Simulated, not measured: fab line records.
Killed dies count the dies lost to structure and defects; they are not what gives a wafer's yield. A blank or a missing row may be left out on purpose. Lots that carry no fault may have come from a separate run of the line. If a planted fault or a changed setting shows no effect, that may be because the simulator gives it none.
2 desks, one fault || flow sky130 || what lay behind the numbers comes last; until then each desk has only its own

AT THE TOOL OWNER'S DESK: rieDiel-02
The tool's own readings at SKY_VIA3_ETCH_14 (etches BARC in N2/H2, stops on SiO2, time 45.9 s, target depth 60 nm): means of the sampled wafers that have a number, for each lot that ran on this tool. If a lot's mean is further than 4 standard deviations from the usual mean, the lot is out of limits and carries the mark OUT (the distance appears in the brackets).
Columns: A = chamberPressureMTorr at SKY_VIA3_ETCH_14, usual 30.001 mTorr; B = drypumpMotorCurrentA at SKY_VIA3_ETCH_14, usual 5.8 A; C = oesProductAu at SKY_VIA3_ETCH_14, usual 0.855 a.u.; D = rfFwdPowerW at SKY_VIA3_ETCH_14, usual 494.8 W; E = throttleValvePct at SKY_VIA3_ETCH_14, usual 13.224 %
{"lot": "L657", "first seen here": "day 40 03:06", "A": 30.027, "B": 5.4, "C": 0.854, "D": 494.5, "E": 13.220}
{"lot": "L658", "first seen here": "day 40 22:34", "A": 30.009, "B": 5.5, "C": 0.855, "D": 494.2, "E": 13.239}
{"lot": "L661", "first seen here": "day 41 19:03", "A": 29.979, "B": 6.0, "C": 0.857, "D": 496.2, "E": 13.224}
{"lot": "L663", "first seen here": "day 42 14:27", "A": 30.008, "B": 5.6, "C": 0.852, "D": "575.7 (+43) OUT", "E": 13.226}
{"lot": "L664", "first seen here": "day 42 21:19", "A": 29.966, "B": 5.8, "C": 0.858, "D": "575.5 (+42) OUT", "E": 13.223}
Finding of this desk: L663, L664 out of limits; the first was L663 at day 42 14:27, on rfFwdPowerW at SKY_VIA3_ETCH_14. Within limits: L657, L658, L661.

AT THE METROLOGY DESK
Lot by lot, what the gauges showed, no matter which tool ran the lot: averages of those sampled wafers that carry a number. If a lot's mean is further than 4 standard deviations from the usual mean, the lot is out of limits and carries the mark OUT (the distance appears in the brackets).
Columns: A = cdNm at SKY_METAL3_CD_MEAS_13, usual 299.2 nm; B = cdNm at SKY_VIA3_CD_MEAS_12, usual 200.2 nm; C = VIA3_W_RS at SKY_VIA3_RS_MEAS_22, usual 0.292 ohm/sq
{"lot": "L657", "first seen here": "day 39 00:21", "A": 299.0, "B": 200.0, "C": 0.294}
{"lot": "L658", "first seen here": "day 39 20:55", "A": 300.0, "B": 200.4, "C": 0.289}
{"lot": "L659", "first seen here": "day 40 12:19", "A": 300.0, "B": 198.3, "C": 0.294}
{"lot": "L661", "first seen here": "day 40 16:53", "A": 299.2, "B": 203.4, "C": 0.293}
{"lot": "L663", "first seen here": "day 41 12:50", "A": 297.9, "B": 199.3, "C": 0.293}
{"lot": "L664", "first seen here": "day 41 20:01", "A": 298.8, "B": 201.9, "C": 0.284}
{"lot": "L671", "first seen here": "day 43 05:26", "A": 297.8, "B": 198.2, "C": 0.297}
{"lot": "L674", "first seen here": "day 43 21:52", "A": 297.8, "B": 200.8, "C": 0.293}
{"lot": "L675", "first seen here": "day 44 11:28", "A": 300.8, "B": 202.6, "C": 0.288}
{"lot": "L676", "first seen here": "day 44 18:30", "A": 300.3, "B": 200.8, "C": 0.284}
{"lot": "L677", "first seen here": "day 44 23:47", "A": 297.4, "B": 198.5, "C": 0.295}
{"lot": "L678", "first seen here": "day 45 08:04", "A": 300.8, "B": 200.2, "C": 0.292}
Finding of this desk: none of the 12 lots has anything out of limits.

ALL TOGETHER
At day 42 14:27, on L663, L664, the tool owner's desk was in a position to raise an alarm.
At the metrology desk, nothing out of limits was observed.
The metrology desk holds a record of L663, L664, inside its limits.
SKY_VIA3_ETCH_14 was run on rieDiel-02 by each of the lots named.

WHAT HAD BEEN PUT IN BY THE SIMULATOR
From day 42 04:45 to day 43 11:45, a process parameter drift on rieDiel-02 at SKY_VIA3_ETCH_14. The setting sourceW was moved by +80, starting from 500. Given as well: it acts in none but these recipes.
Struck lots among those shown: L663, L664.
Delay in hours, fault start to first out-of-limits reading, by desk: the tool owner's desk at 10.
